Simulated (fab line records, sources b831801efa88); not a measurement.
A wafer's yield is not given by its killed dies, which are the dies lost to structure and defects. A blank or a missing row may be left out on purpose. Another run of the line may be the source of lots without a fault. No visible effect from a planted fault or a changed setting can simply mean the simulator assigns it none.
Which tool was responsible? + flow gf180mcu + 42 wafers from 14 lots sampled at 4 of the route's 602 steps

## WHAT THE GAUGES READ, wafer by wafer
GF_V4_THK_MEAS_03. Usual: for V4_CVD_02_THK the level is 848 nm and the standard deviation is 11.
| lot  | measured     | on            | V4_CVD_02_THK (nm) | flag |
|------|--------------|---------------|--------------------|------|
| L612 | day 23 13:59 | film metro-03 | 848 848 857        |      |
| L615 | day 24 15:26 | film metro-01 | 815 834 824        |      |
| L616 | day 25 05:12 | film metro-01 | 833 843 849        |      |
| L618 | day 26 00:12 | film metro-02 | 848 852 854        |      |
| L619 | day 26 05:38 | film metro-03 | 850 854 862        |      |
| L620 | day 26 21:46 | film metro-02 | 829 832 841        |      |
| L621 | day 27 01:09 | film metro-02 | 838 850 850        |      |
| L625 | day 28 16:14 | film metro-02 | 836 650 846        | OFF  |
| L627 | day 28 21:41 | film metro-02 | 850 871 872        |      |
| L629 | day 29 17:32 | film metro-03 | 641 842 857        | OFF  |
| L631 | day 29 20:03 | film metro-02 | 834 835 832        |      |
| L632 | day 30 02:19 | film metro-01 | 849 852 854        |      |
| L634 | day 30 18:02 | film metro-01 | 846 869 853        |      |
| L635 | day 30 20:17 | film metro-02 | 841 849 858        |      |

## TOOL THAT RAN EACH LOT (tool first, then ch and the chambers of the sampled wafers, then the start)
| lot  | GF_V3_ETCH_16                      | GF_V3_STRIP_18                       | GF_V4_CVD_02                    |
|------|------------------------------------|--------------------------------------|---------------------------------|
| L612 | rie diel-02 ch 0,1,2, day 22 12:52 | plasma asher-04 ch 0, day 22 12:59   | pecvd-01 ch 1,2, day 23 13:55   |
| L615 | rie diel-02 ch 1,2,3, day 23 14:40 | plasma asher-02 ch 0,1, day 23 14:47 | pecvd-03 ch 0,2, day 24 15:22   |
| L616 | rie diel-02 ch 0,2, day 24 03:37   | plasma asher-04 ch 1, day 24 03:44   | pecvd-03 ch 0,1, day 25 05:07   |
| L618 | rie diel-04 ch 1,2,3, day 24 23:52 | plasma asher-04 ch 0,1, day 25 00:01 | pecvd-02 ch 0,2, day 26 00:07   |
| L619 | rie diel-02 ch 1,2, day 25 05:43   | plasma asher-01 ch 0,1, day 25 05:50 | pecvd-01 ch 0,1,2, day 26 05:34 |
| L620 | rie diel-02 ch 1,2, day 25 22:31   | plasma asher-04 ch 0,1, day 25 22:38 | pecvd-03 ch 0,1,2, day 26 21:41 |
| L621 | rie diel-02 ch 1,2, day 26 01:49   | plasma asher-04 ch 0,1, day 26 01:56 | pecvd-02 ch 1,2, day 27 01:04   |
| L625 | rie diel-04 ch 1,3, day 27 17:47   | plasma asher-01 ch 0,1, day 27 17:55 | pecvd-02 ch 0,1, day 28 16:10   |
| L627 | rie diel-04 ch 1,2,3, day 27 23:28 | plasma asher-04 ch 1, day 27 23:35   | pecvd-01 ch 0,1,2, day 28 21:36 |
| L629 | rie diel-03 ch 0,2,3, day 28 19:34 | plasma asher-04 ch 0,1, day 28 19:41 | pecvd-02 ch 1,2, day 29 17:28   |
| L631 | rie diel-04 ch 2,3, day 28 22:35   | plasma asher-04 ch 0,1, day 28 22:43 | pecvd-03 ch 0,1,2, day 29 19:59 |
| L632 | rie diel-02 ch 0,1, day 29 04:49   | plasma asher-02 ch 0,1, day 29 04:56 | pecvd-01 ch 1,2, day 30 02:14   |
| L634 | rie diel-02 ch 0,1,3, day 29 20:32 | plasma asher-01 ch 0,1, day 29 20:42 | pecvd-01 ch 0,1,2, day 30 17:57 |
| L635 | rie diel-02 ch 0,2, day 30 00:19   | plasma asher-01 ch 0,1, day 30 00:26 | pecvd-03 ch 0,2, day 30 20:13   |
- GF_V3_ETCH_16: etches BARC in N2/H2.
- GF_V3_STRIP_18: strips in O2/N2.
- GF_V4_CVD_02: deposits SiO2 from TEOS, target thk 850 nm, time 94.851 s.

## WHAT THE TOOLS THEMSELVES READ (means of the sampled wafers that have a number; where no wafer has one, the mark that the record gives instead)
GF_V3_ETCH_16. Usual: bias w 100.00 W, standard deviation 0.27; drypump motor current A 6.0 A, standard deviation 0.33; oes product au 0.855 a.u., standard deviation 0.0046; rf fwd power W 496.0 W, standard deviation 2.3; throttle valve pct 13.225 %, standard deviation 0.0081.
| lot  | tool        | bias w (W) | drypump motor current A (A) | oes product au (a.u.) | rf fwd power W (W) | throttle valve pct (%) | flag |
|------|-------------|------------|-----------------------------|-----------------------|--------------------|------------------------|------|
| L612 | rie diel-02 | 100.00     | 6.2                         | 0.857                 | 493.8              | 13.230                 |      |
| L615 | rie diel-02 | 99.92      | 6.0                         | 0.855                 | 495.5              | 13.222                 |      |
| L616 | rie diel-02 | 100.05     | 6.4                         | 0.854                 | 496.8              | 13.222                 |      |
| L618 | rie diel-04 | 100.06     | 5.7                         | 0.856                 | 495.2              | 13.221                 |      |
| L619 | rie diel-02 | 99.77      | 6.2                         | 0.856                 | 494.6              | 13.220                 |      |
| L620 | rie diel-02 | 99.76      | 6.2                         | 0.854                 | 496.2              | 13.229                 |      |
| L621 | rie diel-02 | 100.20     | 6.2                         | 0.852                 | 496.2              | 13.227                 |      |
| L625 | rie diel-04 | 99.98      | 6.0                         | 0.854                 | 497.2              | 13.228                 |      |
| L627 | rie diel-04 | 100.05     | 5.7                         | 0.850                 | 495.4              | 13.225                 |      |
| L629 | rie diel-03 | 100.03     | 5.8                         | 0.851                 | 496.7              | 13.228                 |      |
| L631 | rie diel-04 | 99.87      | 5.6                         | 0.860                 | 497.8              | 13.232                 |      |
| L632 | rie diel-02 | 100.09     | 6.0                         | 0.863                 | 493.6              | 13.216                 |      |
| L634 | rie diel-02 | 100.32     | 6.0                         | 0.861                 | 494.7              | 13.227                 |      |
| L635 | rie diel-02 | 99.98      | 6.5                         | 0.857                 | 498.1              | 13.227                 |      |

GF_V3_STRIP_18. Usual: drypump motor current A 5.6 A, standard deviation 0.43; heater power w 311 W, standard deviation 29; oes product au 0.593 a.u., standard deviation 0.005.
| lot  | tool            | drypump motor current A (A) | heater power w (W) | oes product au (a.u.) | flag |
|------|-----------------|-----------------------------|--------------------|-----------------------|------|
| L612 | plasma asher-04 | 5.2                         | 278                | 0.592                 |      |
| L615 | plasma asher-02 | 6.0                         | 337                | 0.590                 |      |
| L616 | plasma asher-04 | 5.8                         | 312                | 0.604                 |      |
| L618 | plasma asher-04 | 5.4                         | 289                | 0.597                 |      |
| L619 | plasma asher-01 | 5.5                         | 333                | 0.589                 |      |
| L620 | plasma asher-04 | 5.6                         | 303                | 0.593                 |      |
| L621 | plasma asher-04 | 5.4                         | 292                | 0.593                 |      |
| L625 | plasma asher-01 | 5.5                         | 334                | 0.592                 |      |
| L627 | plasma asher-04 | 5.8                         | 313                | 0.590                 |      |
| L629 | plasma asher-04 | 5.4                         | 290                | 0.594                 |      |
| L631 | plasma asher-04 | 5.4                         | 291                | 0.600                 |      |
| L632 | plasma asher-02 | 5.7                         | 313                | 0.589                 |      |
| L634 | plasma asher-01 | 5.9                         | 315                | 0.594                 |      |
| L635 | plasma asher-01 | 5.5                         | 329                | 0.600                 |      |

GF_V4_CVD_02. Usual: heater power outer w 399 W, standard deviation 76; heater power w 681 W, standard deviation 110; rf fwd power W 596.6 W, standard deviation 1.7.
| lot  | tool     | heater power outer w (W) | heater power w (W) | rf fwd power W (W) | flag |
|------|----------|--------------------------|--------------------|--------------------|------|
| L612 | pecvd-01 | 331                      | 591                | 598.4              |      |
| L615 | pecvd-03 | 405                      | 693                | 598.6              |      |
| L616 | pecvd-03 | 441                      | 729                | 598.2              |      |
| L618 | pecvd-02 | 309                      | 536                | 598.2              |      |
| L619 | pecvd-01 | 395                      | 692                | 596.9              |      |
| L620 | pecvd-03 | 424                      | 702                | 596.4              |      |
| L621 | pecvd-02 | 327                      | 627                | 597.3              |      |
| L625 | pecvd-02 | 327                      | 553                | 598.4              |      |
| L627 | pecvd-01 | 418                      | 729                | 596.4              |      |
| L629 | pecvd-02 | 373                      | 663                | 596.6              |      |
| L631 | pecvd-03 | 413                      | 694                | 596.7              |      |
| L632 | pecvd-01 | 345                      | 630                | 597.1              |      |
| L634 | pecvd-01 | 406                      | 692                | 597.5              |      |
| L635 | pecvd-03 | 425                      | 719                | 595.0              |      |

## THE ANSWER, worked out from the rows above alone
Rule: a lot is off if the mean of its wafers that have a number lies more than 3 standard deviations from the usual mean. A lot without any number at a reading at which 4 lots or more have one is off too. Where the step has rows for the other lots, those lots are counted as sound. First the gauges in route order, then the tools' own readings, where a lot's mean is used as printed above. The first step at which some lot is off is used, and at that step the reading that is off furthest; a lot without a number counts as furthest.
Off: L625, L629, at GF_V4_THK_MEAS_03 (V4_CVD_02_THK).
A tool fits if, at a process step before that reading, it ran every lot that is off, and no sound lot after the first of them. The gauges at GF_V4_THK_MEAS_03 are tried like those tools. One candidate fits, namely pecvd-02 at GF_V4_CVD_02. A fault onset in the window from L621 (day 27 01:04, its last sound lot) to L625 (day 28 16:10, its first lot off) fits.

## WHAT HAD BEEN PUT IN BY THE SIMULATOR
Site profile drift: pecvd-02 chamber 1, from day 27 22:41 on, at GF_V4_CVD_02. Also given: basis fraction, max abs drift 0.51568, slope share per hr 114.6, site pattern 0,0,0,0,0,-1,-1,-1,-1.
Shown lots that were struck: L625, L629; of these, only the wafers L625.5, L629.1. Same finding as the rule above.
